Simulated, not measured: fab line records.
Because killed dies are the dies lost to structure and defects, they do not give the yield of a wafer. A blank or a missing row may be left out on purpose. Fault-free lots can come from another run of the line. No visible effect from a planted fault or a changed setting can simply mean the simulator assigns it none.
Problem report, 8D (eight disciplines) form, completed by code | flow sky130 | the parts of the form that need people (team, actions taken, sign-off) are left out

== 1. WHAT WENT WRONG ==
Mean LI_CONTACT_HDPCVD_THK at SKY_LI_CONTACT_THK_MEAS_01: 1354 nm over 4 wafers in 2 lots; fault-free wafers: 961 nm, standard deviation 15. That puts it +26 standard deviations away from the usual mean.
Seen first at day 30 00:14 on filmMetro-03, wafer L333.3. At this step, 36 wafers from 12 lots have a number in the record. The rule behind "out" and "out of limits": a value lying over 4 standard deviations away from the usual mean. All remaining wafers that have a number are taken as sound.

== 2. WHAT IT IS, AND WHAT IT ISN'T ==
question                    | is                             | is not
which readings at this step | LI_CONTACT_HDPCVD_THK          | -
which lots                  | L333, L334                     | L326, L328, L329, L330, L332, L343, L345, L346, L348, L349
which wafers of those lots  | L333.3, L333.6, L334.3, L334.6 | L333.4, L334.4
read on which gauges        | filmMetro-03, filmMetro-04     | filmMetro-02
when                        | from day 30 00:14              | up to then (16 sound wafers); but 16 sound wafers of L334, L343, L345, L346, L348, L349 came after

== 3. THE SUSPECTS, EACH WITH WHAT RULES IT OUT ==
Counting: any tool at a process step up to the reading remains a suspect provided it ran every lot that is out. Sound lots after the first of them don't rule it out here, since some wafers of a struck lot are sound.
- the gauge at SKY_LI_CONTACT_THK_MEAS_01 has been ruled out. 2 gauges (filmMetro-03, filmMetro-04) read the wafers that are out.
- hdpcvd-02 at SKY_LI_CONTACT_HDPCVD_00 (deposits PSG, target thk 930 nm, time 160 s): kept. It processed each lot that is out (first: L333, day 30 00:07); up to then, its last sound lot is L332 (day 29 15:43).
Remaining after the count: hdpcvd-02 at SKY_LI_CONTACT_HDPCVD_00.

== 4. THE CAUSE (what the simulator had put in) ==
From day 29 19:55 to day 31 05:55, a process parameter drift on hdpcvd-02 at SKY_LI_CONTACT_HDPCVD_00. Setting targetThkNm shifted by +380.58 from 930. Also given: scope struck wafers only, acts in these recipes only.
The count eliminated every tool but this one.

== 5. SEQUENCE OF EFFECTS, ordered by route ==
Each row: a reading where the mean over the struck wafers with a number is more than 3 standard deviations away from the usual. Only readings for which the record gives a usual standard deviation are gone through. hours: the time from each lot's start at the first step in this table that gives one to its start at this step, as a median over the lots. sigmas: the change in usual standard deviations.
hours | step                       | reading               | usual  | on struck wafers | change | sigmas
0     | SKY_LI_CONTACT_THK_MEAS_01 | LI_CONTACT_HDPCVD_THK | 961 nm | 1354             | +393   | +26
0     | SKY_LI_CONTACT_CMP_02      | timeToEndpointS       | 35 s   | 77               | +42    | +14
Its process steps:
- SKY_LI_CONTACT_CMP_02: polishes PSG.
Later measuring or inspecting steps at which every struck wafer that the step has a row for has a number for every such reading, and none has moved that far: SKY_LI_CONTACT_RS_MEAS_22.

== 6. WHAT WOULD HAVE CAUGHT IT SOONER ==
4 hours passed between the start of the fault at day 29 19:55 and the first reading out of limits at a measuring or inspecting step in this record, taken at day 30 00:14.
Lots out: 2; of these, L334 started SKY_LI_CONTACT_HDPCVD_00 on hdpcvd-02 after day 30 00:14. Holding the tool at that time would have saved it.
